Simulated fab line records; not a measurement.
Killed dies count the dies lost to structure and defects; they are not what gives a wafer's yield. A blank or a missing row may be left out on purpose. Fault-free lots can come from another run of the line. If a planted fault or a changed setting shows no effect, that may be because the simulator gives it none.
Struck lot and sound lot, side by side | flow sky130 | 15 out of 708 route steps
Sound: the wafers L296.1, L296.3, L296.4. Struck: wafer L302.3 (L302.2, L302.6, from the same lot, were not struck and are left out); the cause is given at the end.
For every step that has rows: the tool of each side, followed by ch and its chambers, followed by its first start. Under that, the readings that differ: sound wafers | struck wafers | difference of the means | sigmas: that difference in standard deviations of wafers without a fault.
alike: readings with means less than 2 such deviations apart, plus words and numbers identical on both sides. not compared: withheld readings, readings lacking a value on some wafer, bounds such as >300 that could conceal the same value, and numbers that have no deviation in the record and whose values overlap.
A row with sigmas, a row that says differs or no value, or rows on one side alone: a step with any of these is where the two part. Numbers that have no deviation but don't overlap get no sigmas and don't part them. Lack of a reading on every wafer of one side parts them only where that side has two or more wafers.

first, 3 steps without rows for these wafers: SKY_VIA2_STRIP_17 (strips in post etch residue remover, time 1200 s); SKY_VIA2_CLEAN_18 (cleans in IPA, time 180 s); SKY_VIA2_CLEAN_19 (cleans in O3/DIW).
SKY_VIA2_SPUTTER_20: material TiN, target thk 20 nm, time 80 s.
  sound: pvd sputter-02 at day 39 01:15; struck: pvd sputter-03 at day 40 19:19
  alike: throttle valve pct
then, 1 step without rows for these wafers: SKY_VIA2_CVD_21 (deposits W, target thk 420 nm, time 126.4 s).
SKY_VIA2_RS_MEAS_22: a four-point-probe measurement.
  sound: film metro-04 at day 39 01:26; struck: film metro-01 at day 40 19:32
  reading            | sound             | struck | difference | sigmas
  VIA2_W_RS (ohm/sq) | 0.271 0.274 0.269 | 0.264  | -0.007     | -2
SKY_VIA2_THK_MEAS_23: measures by xrf.
  sound: film metro-04 at day 39 01:34; struck: film metro-01 at day 40 19:38
  reading         | sound       | struck | difference | sigmas
  VIA2_W_THK (nm) | 398 396 401 | 425    | +27        | +4
then, 1 step without rows for these wafers: SKY_VIA2_CMP_24 (polishes, stops on SiO2, t overpolish 20 s, target thk 0 nm).
SKY_METAL3_SPUTTER_00: material Ti, target thk 15 nm, time 10 s.
  sound: pvd sputter-03 at day 39 02:11; struck: pvd sputter-02 at day 40 19:59
  alike: throttle valve pct
SKY_METAL3_SPUTTER_01: material TiN, target thk 20 nm, time 16.7 s.
  sound: pvd sputter-03 at day 39 02:13; struck: pvd sputter-02 at day 40 20:01
  alike: throttle valve pct
SKY_METAL3_SPUTTER_02: material AlCu, target thk 735 nm, time 39.1 s.
  sound: pvd sputter-03 at day 39 02:14; struck: pvd sputter-02 at day 40 20:02
  alike: throttle valve pct
then, 1 step without rows for these wafers: SKY_METAL3_SPUTTER_03 (material Ti, target thk 5 nm, time 3.3 s).
SKY_METAL3_SPUTTER_04: material TiN, target thk 70 nm, time 58.3 s.
  sound: pvd sputter-03 at day 39 02:17; struck: pvd sputter-02 at day 40 20:06
  reading                                    | sound            | struck | difference | sigmas
  model.TiN_of_METAL3_SPUTTER_04.thk nm (nm) | 70.4 71.12 70.78 | 93.05  | +22.28     |
  alike: throttle valve pct
SKY_CAPM_CVD_00: deposits SiO2, target thk 15.5 nm.
  sound on pecvd-01 ch 1,2, day 39 02:20; struck on pecvd-02 ch 0, day 40 20:09
  alike: heater power w
-- the record jumps here: 8 days lie between the struck wafers' starts before and after (it left off in module CAPM and takes up again in module PAD_OPEN, whose first step shown is number 708 of the route) --
SKY_PAD_OPEN_PROBE_99:
  sound: prober-02 at day 48 00:10; struck: prober-02 at day 49 07:38
  reading                       | sound             | struck | difference | sigmas
  killed_at_M4_up               | 4 6 4             | 9      | +4         | +2
  model.etest.via3 chain.rc ohm | 9.591 9.184 8.943 | 9.849  | +0.610     |
  alike: defect limited yield, killed_at_M0_to_M3, killed at contacts, killed at front end, killed at other, killed dies, killed open, killed short, sort_bin_3_pad_short, sort_bin_5_function, sort_bin_6_memory, sort n pass, sort yield pct

WHERE THEY PART
At SKY_VIA2_RS_MEAS_22 first; at SKY_PAD_OPEN_PROBE_99 last (within this record only).

WHY: the cause the simulator had injected
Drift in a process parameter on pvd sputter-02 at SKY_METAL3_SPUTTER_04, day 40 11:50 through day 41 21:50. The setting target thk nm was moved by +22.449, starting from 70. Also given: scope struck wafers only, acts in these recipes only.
